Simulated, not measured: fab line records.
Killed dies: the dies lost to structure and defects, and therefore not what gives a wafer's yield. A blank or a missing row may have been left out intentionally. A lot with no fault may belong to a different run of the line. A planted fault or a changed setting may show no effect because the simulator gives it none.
Problem report in the 8D (eight disciplines) form, filled by code / flow gf180mcu / the parts of the form that need people (team, actions taken, sign-off) are left out

1. WHAT WENT WRONG
strip-time-to-endpoint-s at GF_PASSIVATION_STRIP_12 reads a mean of 48.21 s on 9 wafers of 3 lots; wafers without a fault read 32.87 s with a standard deviation of 0.23. Measured from the usual mean, that is +67 standard deviations.
The step: strips in O2/N2.
Earliest sighting: wafer L839.1 on plasma-asher-02 at day 32 09:13. The record holds 36 wafers of 12 lots with a number at this step. Rule for "out", or "out of limits": more than 4 standard deviations from the usual mean. The rest of the wafers with a number are treated as sound.

2. WHAT IT IS AND WHAT IT IS NOT
question=which readings at this step | is=strip-time-to-endpoint-s | is not=drypump-motor-current-A, heater-power-w
question=which lots | is=L839, L841, L842 | is not=L834, L835, L836, L837, L838, L844, L850, L852, L854
question=which wafers of those lots | is=all that have a number | is not=-
question=read on which tools | is=plasma-asher-02 | is not=plasma-asher-01
question=when | is=from day 32 09:13 | is not=up to then (15 sound wafers); but 12 sound wafers of L844, L850, L852, L854 came after

3. WHAT RULES OUT EACH SUSPECT
Counting: a tool at any process step up to the reading remains a suspect when it ran all the lots that are out and ran no sound lot after the first of those.
- rie-diel-01 at GF_PASSIVATION_ETCH_11 (etches the open film in CF4/O2, stops on TiN, target depth 2040 nm, time 453.3 s): ruled out as a lasting fault. After its first lot that is out, L839 (day 32 08:57), sound lots L844, L850, L852 ran on it.
- plasma-asher-02 at GF_PASSIVATION_STRIP_12 (strips in O2/N2): kept. Every lot that is out went through it, starting with L839 (day 32 09:13), and after that it ran no sound lot; the last sound lot it ran before then is L838 (day 31 17:31). On those wafers its own readings are out: strip-time-to-endpoint-s.
Left after counting: plasma-asher-02 at GF_PASSIVATION_STRIP_12.

4. THE CAUSE (what the simulator had put in)
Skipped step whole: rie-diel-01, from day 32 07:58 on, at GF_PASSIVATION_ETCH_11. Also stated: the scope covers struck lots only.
Counting ruled it out, wrongly: the rule takes a fault to strike every lot that its tool runs from its start on, and this one did not.

5. THE EFFECT CHAIN, in route order
Each row: a reading where the mean over the struck wafers with a number is more than 3 standard deviations away from the usual. Scope: only readings with a usual standard deviation given in the record; hours: median across lots of the time from each lot's start at the first step in this table that gives one to its start at this step; sigmas: change in usual standard deviations.
hours=0; step=GF_PASSIVATION_STRIP_12; reading=strip-time-to-endpoint-s; usual=32.87 s; on struck wafers=48.21; change=+15.34; sigmas=+67
hours=2; step=GF_PASSIVATION_PROBE_99; reading=defect-limited-yield; usual=90.5 %; on struck wafers=0.0; change=-90.5; sigmas=-60
hours=2; step=GF_PASSIVATION_PROBE_99; reading=killed-at-other; usual=0.1; on struck wafers=445.7; change=+445.6; sigmas=+99 or more
hours=2; step=GF_PASSIVATION_PROBE_99; reading=killed-dies; usual=47; on struck wafers=492; change=+445; sigmas=+62
hours=2; step=GF_PASSIVATION_PROBE_99; reading=killed-on-rim; usual=9.4; on struck wafers=96.0; change=+86.6; sigmas=+30
hours=2; step=GF_PASSIVATION_PROBE_99; reading=sort_bin_5_function; usual=5.5 %; on struck wafers=96.1; change=+90.6; sigmas=+82
hours=2; step=GF_PASSIVATION_PROBE_99; reading=sort-n-pass; usual=445; on struck wafers=0; change=-445; sigmas=-62
hours=2; step=GF_PASSIVATION_PROBE_99; reading=sort-yield-pct; usual=90.5 %; on struck wafers=0.0; change=-90.5; sigmas=-60
Here are the process steps it includes:
- GF_PASSIVATION_STRIP_12: strips in O2/N2.
- GF_PASSIVATION_PROBE_99
Readings that are blank on the struck wafers while sound wafers have them: O2_flow_sccm at GF_PASSIVATION_ETCH_11; bias-w at GF_PASSIVATION_ETCH_11; drypump-motor-current-A at GF_PASSIVATION_ETCH_11; oes-product-au at GF_PASSIVATION_ETCH_11; throttle-valve-pct at GF_PASSIVATION_ETCH_11.

6. WHAT WOULD HAVE CAUGHT IT SOONER
In this record the first reading out of limits was taken at day 32 09:13, 1 hour after the fault began at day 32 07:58.
At GF_PASSIVATION_ETCH_11 the tool's readings are blank on the struck wafers, where sound wafers have them: an empty tool record is the first sign, and it was there at once.
